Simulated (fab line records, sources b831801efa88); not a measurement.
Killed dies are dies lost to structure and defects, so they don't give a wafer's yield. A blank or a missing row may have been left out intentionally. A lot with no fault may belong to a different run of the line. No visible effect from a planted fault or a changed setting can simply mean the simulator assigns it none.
fab line records    flow sfq-line
record lots=6  wafers=18  last-day=85
route steps=325 shown I3@144 M4@148
lots that met no fault: taken from a fault-free run of the same line
start-h: the number of hours between the record's first day and the start of the first shown wafer of the lot    wait-h: hours from the lot's prior step to this one    " repeats the value in the row above    L1.1+2: a row that stands for several wafers    - value missing, or start not given    * or withheld: withheld    < > ~ a bound
route shown NAME@n: a module of which the file shows steps, and the number in the route of the first    usual: mean and standard deviation over wafers with no fault    same: alike in all rows    chamber/n: place in a boat    sites: per-site readings    _std_site: the standard deviation of these    _edge_site: inner sites' mean taken away from outer sites' mean    radius-mm: for every site, how far away it sits from the centre of the wafer    mask NAME#n: copy n    behind: the tool/chamber that last shaped the wafer    hold: reason for holding the lot/hours on hold/outcome of the hold    device: transistor that didn't switch, given as n, p or np    end of line: at the end of the route, the tests of the same wafers    a step without rows: its recipe alone    killed: at the first sort, the dies lost to defects and structure; wafer yield is something else    map: a wafer's dies, marking killed ones x, the rest . and places with no die _
set.NAME: setting as actually run; set.NAME@STEP: the setting as run at that earlier step    model.NAME: the simulator's own value behind a step, which no gauge read
lots at selected steps of the route; one table per step, one row per wafer
services: from which hour (start-h, from the record's first day; less than 0 if before it) a tool's chamber was out of use, for how many hours, and why
## steps
# step SFQ_TRILAYER_I3_VIA_BARC_OPEN_VIA_ETCH_121
# recipe mask-material=PR  chemistry=O2  target-depth-nm=125  target=BARC  source-w=500  bias-w=80  pressure-mtorr=30  time-s=41.7
# usual bias-w=79.97/0.24  drypump-motor-current-A=5.5/0.35  oes-product-au=0.685/0.0045
lot.wafer  tool         chamber  start-h  wait-h  bias-w  drypump-motor-current-A  oes-product-au  rf-hours-counter-h
L565.3     rie-diel-04  1        964.98   0.0     79.68   5.9                      0.682           12
L565.5     "            3        "        "       79.71   5.4                      0.681           -
L565.6     "            1        "        "       79.68   5.9                      0.690           -
L573.1     rie-diel-01  0        1048.09  0.0     80.33   5.1                      0.687           6
L573.4     "            1        "        "       79.85   5.6                      0.692           5
L573.5     "            1        "        "       80.24   5.6                      0.692           -
L574.1     rie-diel-03  3        1049.29  0.0     80.16   5.1                      0.687           3
L574.5     "            2        "        "       79.97   6.1                      0.689           -
L574.6     "            3        "        "       80.18   5.1                      0.694           -
L575.1     rie-diel-04  1        1050.49  0.0     80.21   6.0                      0.689           13
L575.5     "            0        "        "       79.53   5.9                      0.687           -
L575.6     "            3        "        "       79.90   5.4                      0.680           -
L582.1     rie-diel-04  2        1180.15  0.0     79.89   5.2                      0.686           14
L582.2     "            0        "        "       80.23   5.8                      0.689           7
L582.5     "            0        "        "       80.21   5.8                      0.685           -
L584.4     rie-diel-01  3        1205.71  0.0     80.03   5.7                      0.677           0
L584.5     "            1        "        "       79.77   5.5                      0.678           -
L584.6     "            0        "        "       79.67   5.1                      0.678           -
# step SFQ_TRILAYER_I3_VIA_ETCH_VIA_ETCH_088
# recipe target=SiO2  stop-on=Nb  mask-material=PR  taper-deg=20  chemistry=CHF3  target-depth-nm=260  source-w=500  bias-w=80  pressure-mtorr=30  time-s=withheld
# usual bias-w=80.05/0.25  drypump-motor-current-A=5.5/0.35  oes-product-au=0.856/0.005
lot.wafer  tool         chamber  start-h  wait-h  bias-w  drypump-motor-current-A  oes-product-au
L565.3     rie-diel-04  1        965.02   0.0     80.57   5.9                      0.854
L565.5     "            3        "        "       79.97   5.4                      0.846
L565.6     "            1        "        "       80.39   6.0                      0.863
L573.1     rie-diel-01  0        1048.13  0.0     80.01   5.1                      0.845
L573.4     "            1        "        "       79.93   5.6                      0.862
L573.5     "            1        "        "       80.16   5.6                      0.863
L574.1     rie-diel-03  3        1049.33  0.0     80.58   5.1                      0.856
L574.5     "            2        "        "       80.05   6.1                      0.857
L574.6     "            3        "        "       80.50   5.1                      0.851
L575.1     rie-diel-04  1        1050.53  0.0     79.91   5.9                      0.858
L575.5     "            0        "        "       80.02   5.8                      0.849
L575.6     "            3        "        "       80.16   5.4                      0.863
L582.1     rie-diel-04  2        1180.19  0.0     80.06   5.2                      0.859
L582.2     "            0        "        "       80.14   5.8                      0.851
L582.5     "            0        "        "       79.48   5.8                      0.855
L584.4     rie-diel-01  3        1205.74  0.0     79.87   5.6                      0.855
L584.5     "            1        "        "       80.42   5.6                      0.858
L584.6     "            0        "        "       79.72   5.1                      0.851
# step SFQ_TRILAYER_I3_VIA_STRIP_STRIP_089
# recipe gas=O2  power-w=200  platen-temp-c=40  overash-fraction=0.65  chemistry=O2  pressure-mtorr=50
# usual drypump-motor-current-A=5.7/0.37  oes-product-au=0.997/0.012
lot.wafer  tool          chamber  start-h  wait-h  drypump-motor-current-A  oes-product-au  rf-hours-counter-h
L565.3     rie-metal-01  1        965.34   -       5.3                      0.990           -
L565.5     "             0        "        "       5.6                      0.992           -
L565.6     "             1        "        "       5.3                      0.984           -
L573.1     rie-metal-04  1        1048.24  -       5.6                      0.998           7
L573.4     "             0        "        "       5.7                      0.988           -
L573.5     "             1        "        "       5.5                      1.001           -
L574.1     rie-metal-03  1        1049.44  -       6.6                      1.013           57
L574.5     "             0        "        "       6.2                      1.015           -
L574.6     "             1        "        "       6.6                      1.023           -
L575.1     rie-metal-04  0        1050.64  -       5.7                      0.979           89
L575.5     "             0        "        "       5.7                      0.984           -
L575.6     "             1        "        "       5.5                      0.998           -
L582.1     rie-metal-03  0        1180.30  -       6.2                      1.021           142
L582.2     "             1        "        "       6.5                      0.999           81
L582.5     "             0        "        "       6.2                      1.018           -
L584.4     rie-metal-01  0        1206.46  -       5.6                      1.012           -
L584.5     "             0        "        "       5.6                      1.001           -
L584.6     "             0        "        "       5.6                      1.004           -
# step SFQ_TRILAYER_I3_VIA_STRIP_SOLV_CLEAN_090
# recipe chemistry=NMP  temp-c=70  time-s=600
# step SFQ_TRILAYER_M4_DEP_PRE_CLEAN_092
# recipe gas=Ar  time-s=22.5  bias-v=250
# step SFQ_TRILAYER_M4_DEP_SPUTTER_091
# recipe material=Nb  base-pressure-pa=1.33e-06  chamber-pressure-pa=0.1333  substrate-temp-c=20  resputter-cathode-voltage-v=400  target-thk-nm=200  power-w=2000  time-s=133.3
# usual throttle-valve-pct=29.3/1
lot.wafer  tool            chamber  start-h  wait-h  throttle-valve-pct
L565.3     pvd-sputter-04  -        965.94   0.0     29.9
L565.5     "               -        "        "       29.7
L565.6     "               -        "        "       27.9
L573.1     pvd-sputter-06  -        1049.05  0.0     29.7
L573.4     "               -        "        "       27.7
L573.5     "               -        "        "       29.8
L574.1     pvd-sputter-04  -        1050.26  0.0     30.0
L574.5     "               -        "        "       27.7
L574.6     "               -        "        "       29.8
L575.1     pvd-sputter-05  -        1051.45  0.0     29.5
L575.5     "               -        "        "       29.8
L575.6     "               -        "        "       29.6
L582.1     pvd-sputter-04  -        1181.11  0.0     31.1
L582.2     "               -        "        "       29.7
L582.5     "               -        "        "       31.1
L584.4     pvd-sputter-06  -        1207.26  0.0     30.2
L584.5     "               -        "        "       29.9
L584.6     "               -        "        "       29.3
# step SFQ_M4_RS_MEAS_924
# recipe thk-meas-gauge=four-point-probe  reads=Nb_of_TRILAYER_M4_DEP_SPUTTER_091
# usual M4_NB_RS=0.885/0.012
lot.wafer  tool           chamber  start-h  wait-h  M4_NB_RS[ohm/sq]
L565.3     film-metro-02  -        966.07   0.1     0.908
L565.5     "              -        "        "       0.905
L565.6     "              -        "        "       0.884
L573.1     film-metro-02  -        1049.14  0.0     0.872
L573.4     "              -        "        "       0.910
L573.5     "              -        "        "       0.869
L574.1     film-metro-01  -        1050.35  0.0     0.881
L574.5     "              -        "        "       0.883
L574.6     "              -        "        "       0.894
L575.1     film-metro-02  -        1051.55  0.0     0.875
L575.5     "              -        "        "       0.871
L575.6     "              -        "        "       0.870
L582.1     film-metro-02  -        1181.20  0.0     0.903
L582.2     "              -        "        "       0.895
L582.5     "              -        "        "       0.902
L584.4     film-metro-01  -        1207.41  0.1     0.874
L584.5     "              -        "        "       0.877
L584.6     "              -        "        "       0.877
# step SFQ_TRILAYER_M4_LITHO_COAT_098
# recipe resist=BARC  spin-rpm=3000  resist-thk-nm=62
# step SFQ_TRILAYER_M4_LITHO_COAT_093
# recipe resist=KrF  spin-rpm=3000  resist-thk-nm=600
# step SFQ_TRILAYER_M4_LITHO_SOFTBAKE_097
# recipe temp-c=withheld  time-s=withheld  resist=KrF
# step SFQ_TRILAYER_M4_LITHO_EXPOSE_094
# recipe mask-id=M4  na=0.6  source-shape=conventional  sigma-outer=0.65  target-cd-nm=500  dose-mj=14.4
# step SFQ_TRILAYER_M4_LITHO_PEB_096
# recipe peb-temp-c=115  peb-time-s=60  resist=KrF
lot.wafer   tool            chamber  start-h  wait-h
L565.3+5+6  litho-track-03  0        968.90   0.7
L573.1+4+5  litho-track-03  0        1064.66  1.0
L574.1+5+6  litho-track-04  0        1067.06  1.0
L575.1+5+6  litho-track-03  0        1068.26  1.0
L582.1+2+5  litho-track-03  0        1183.45  1.0
L584.4+5+6  litho-track-03  0        1210.21  0.5
# step SFQ_TRILAYER_M4_LITHO_DEVELOP_095
# recipe time-s=60  resist=KrF
# step SFQ_M4_OVL_MEAS_926
# usual M4_OVL=-4/5.2
lot.wafer  tool        chamber  start-h  wait-h  M4_OVL[nm]
L565.3     overlay-01  -        969.16   0.1     -16
L565.5     "           -        "        "       -16
L565.6     "           -        "        "       -16
L573.1     overlay-02  -        1064.96  0.1     -8
L573.4     "           -        "        "       -1
L573.5     "           -        "        "       -5
L574.1     overlay-02  -        1067.36  0.1     -12
L574.5     "           -        "        "       -8
L574.6     "           -        "        "       -2
L575.1     overlay-02  -        1068.56  0.1     -7
L575.5     "           -        "        "       -2
L575.6     "           -        "        "       -3
L582.1     overlay-02  -        1183.75  0.1     -8
L582.2     "           -        "        "       -4
L582.5     "           -        "        "       -11
L584.4     overlay-02  -        1210.46  0.1     -1
L584.5     "           -        "        "       -6
L584.6     "           -        "        "       -6
# step SFQ_TRILAYER_M4_BARC_OPEN_METAL_ETCH_123
# recipe mask-material=PR  chemistry=O2  target-depth-nm=125  target=BARC  icp-w=600  bias-w=80  pressure-mtorr=10  time-s=41.7
# usual bias-w=80.00/0.25  drypump-motor-current-A=5.9/0.47  oes-product-au=0.685/0.0045
lot.wafer  tool          chamber  start-h  wait-h  bias-w  drypump-motor-current-A  oes-product-au  rf-hours-counter-h  model.M4.cd-nm
L565.3     rie-metal-03  1        969.20   0.0     79.70   6.5                      0.686           -                   503.6
L565.5     "             1        "        "       79.90   6.6                      0.690           -                   502.6
L565.6     "             0        "        "       79.42   6.3                      0.685           -                   500.3
L573.1     rie-metal-01  0        1064.99  0.0     79.80   5.5                      0.688           97                  449.6
L573.4     "             0        "        "       79.88   5.6                      0.686           -                   448.9
L573.5     "             1        "        "       80.12   5.3                      0.686           -                   452.4
L574.1     rie-metal-03  1        1067.39  0.0     80.08   6.6                      0.685           60                  501.7
L574.5     "             1        "        "       80.41   6.6                      0.683           -                   501.6
L574.6     "             0        "        "       80.07   6.2                      0.681           -                   500.2
L575.1     rie-metal-02  0        1068.59  0.0     79.81   5.4                      0.685           32                  453.6
L575.5     "             0        "        "       79.92   5.4                      0.685           -                   454.5
L575.6     "             1        "        "       80.02   6.2                      0.685           -                   452.4
L582.1     rie-metal-03  1        1183.79  0.0     79.77   6.5                      0.681           82                  500.3
L582.2     "             0        "        "       79.48   6.2                      0.690           143                 500.5
L582.5     "             0        "        "       79.67   6.2                      0.684           -                   499
L584.4     rie-metal-02  1        1210.49  0.0     79.92   6.2                      0.685           -                   499.2
L584.5     "             1        "        "       80.25   6.2                      0.688           -                   500.6
L584.6     "             0        "        "       79.99   5.4                      0.687           -                   501.5
# step SFQ_TRILAYER_M4_ETCH_METAL_ETCH_096
# recipe target=Nb  stop-on=SiO2  mask-material=PR  chemistry=Cl2/Ar  target-depth-nm=240  icp-w=600  bias-w=80  pressure-mtorr=10  time-s=120
# usual bias-w=79.96/0.27  drypump-motor-current-A=5.9/0.47  oes-product-au=0.896/0.0077
lot.wafer  tool          chamber  start-h  wait-h  bias-w  drypump-motor-current-A  oes-product-au  rf-hours-counter-h  model.M4.cd-nm
L565.3     rie-metal-03  1        969.28   0.1     79.57   6.6                      0.883           -                   498.9
L565.5     "             1        "        "       79.75   6.6                      0.882           -                   498.6
L565.6     "             0        "        "       80.62   6.2                      0.902           -                   497.2
L573.1     rie-metal-01  0        1065.05  0.0     79.81   5.6                      0.901           97                  450.8
L573.4     "             0        "        "       79.60   5.6                      0.878           -                   449.9
L573.5     "             1        "        "       79.80   5.3                      0.911           -                   448.7
L574.1     rie-metal-03  1        1067.45  0.0     80.20   6.6                      0.901           60                  497.6
L574.5     "             1        "        "       80.32   6.5                      0.895           -                   497.9
L574.6     "             0        "        "       79.96   6.2                      0.888           -                   500.1
L575.1     rie-metal-02  0        1068.65  0.0     79.49   5.4                      0.903           32                  450.6
L575.5     "             0        "        "       79.69   5.4                      0.893           -                   451.2
L575.6     "             1        "        "       80.07   6.2                      0.910           -                   450.7
L582.1     rie-metal-03  1        1183.85  0.0     80.01   6.6                      0.892           82                  497.1
L582.2     "             0        "        "       80.09   6.2                      0.891           143                 502.3
L582.5     "             0        "        "       80.34   6.2                      0.891           -                   499.8
L584.4     rie-metal-02  1        1210.58  0.1     79.53   6.2                      0.899           -                   497.7
L584.5     "             1        "        "       79.68   6.2                      0.903           -                   499.3
L584.6     "             0        "        "       79.60   5.4                      0.904           -                   498.9
# step SFQ_TRILAYER_M4_STRIP_STRIP_097
# recipe gas=O2  power-w=200  platen-temp-c=40  overash-fraction=0.65  chemistry=O2  pressure-mtorr=50
# usual drypump-motor-current-A=5.9/0.47  oes-product-au=1.005/0.011
lot.wafer  tool          chamber  start-h  wait-h  drypump-motor-current-A  oes-product-au  rf-hours-counter-h
L565.3     rie-metal-03  1        969.57   0.2     6.6                      0.997           -
L565.5     "             1        "        "       6.6                      1.000           -
L565.6     "             0        "        "       6.2                      1.009           -
L573.1     rie-metal-01  0        1065.18  0.1     5.6                      0.997           97
L573.4     "             0        "        "       5.6                      0.996           -
L573.5     "             1        "        "       5.3                      0.995           -
L574.1     rie-metal-03  1        1067.58  0.1     6.6                      1.008           60
L574.5     "             1        "        "       6.6                      1.006           -
L574.6     "             0        "        "       6.2                      1.005           -
L575.1     rie-metal-02  0        1068.78  0.1     5.4                      1.002           32
L575.5     "             0        "        "       5.5                      1.004           -
L575.6     "             1        "        "       6.2                      1.024           -
L582.1     rie-metal-03  1        1183.97  0.1     6.6                      1.007           82
L582.2     "             0        "        "       6.2                      1.021           143
L582.5     "             0        "        "       6.2                      1.021           -
L584.4     rie-metal-02  1        1210.86  0.2     6.2                      1.020           -
L584.5     "             1        "        "       6.2                      1.019           -
L584.6     "             0        "        "       5.4                      1.025           -
## services
tool            chamber  start-h  hours  kind
rie-diel-01     -        946.65   0.4    repair
rie-diel-04     -        948.18   1.1    repair
rie-diel-04     0        951.82   14.4   repair
rie-metal-01    -        953.63   1.0    repair
rie-diel-04     3        973.37   13.9   repair
rie-metal-01    1        976.91   1.0    repair
rie-diel-04     1        977.99   3.0    repair
pvd-sputter-06  -        979.52   2.1    repair
rie-metal-03    0        985.05   1.3    repair
rie-metal-04    -        991.43   1.4    pm
rie-metal-01    1        994.76   3.1    repair
rie-diel-04     1        1001.93  5.1    repair
rie-diel-01     1        1010.58  5.5    repair
pvd-sputter-04  -        1046.11  1.4    repair
rie-diel-03     2        1064.09  11.7   repair
rie-diel-01     0        1087.08  7.0    repair
rie-diel-04     0        1108.71  32.3   repair
rie-diel-01     0        1116.85  2.6    repair
rie-metal-02    0        1119.61  12.4   repair
rie-diel-01     2        1132.54  9.9    repair
rie-diel-04     -        1133.78  2.8    pm
rie-diel-01     2        1158.18  10.2   repair
rie-diel-04     2        1160.62  11.7   repair
rie-diel-04     -        1198.14  0.5    repair
## key
first-sign none at tools or gauges
model-effect step=SFQ_TRILAYER_M4_BARC_OPEN_METAL_ETCH_123  value=M4.cd-nm  without=500.4  struck=451.9
model-effect step=SFQ_TRILAYER_M4_ETCH_METAL_ETCH_096  value=M4.cd-nm  without=498.8  struck=450.3
met-at SFQ_TRILAYER_M4_LITHO_PEB_096
struck-wafers L573.1,L573.4,L573.5,L575.1,L575.5,L575.6
onset-between 968.90 1064.66
also-fits SFQ_TRILAYER_I3_VIA_STRIP_STRIP_089:rie-metal-04
fault kind=process-parameter-drift  tool=litho-track-03  chamber=-  onset-h=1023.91  steps=SFQ_TRILAYER_M4_LITHO_PEB_096  channel=peb-time-s  offset=*  shape=step  end-h=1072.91  acts-in=*  stated=*
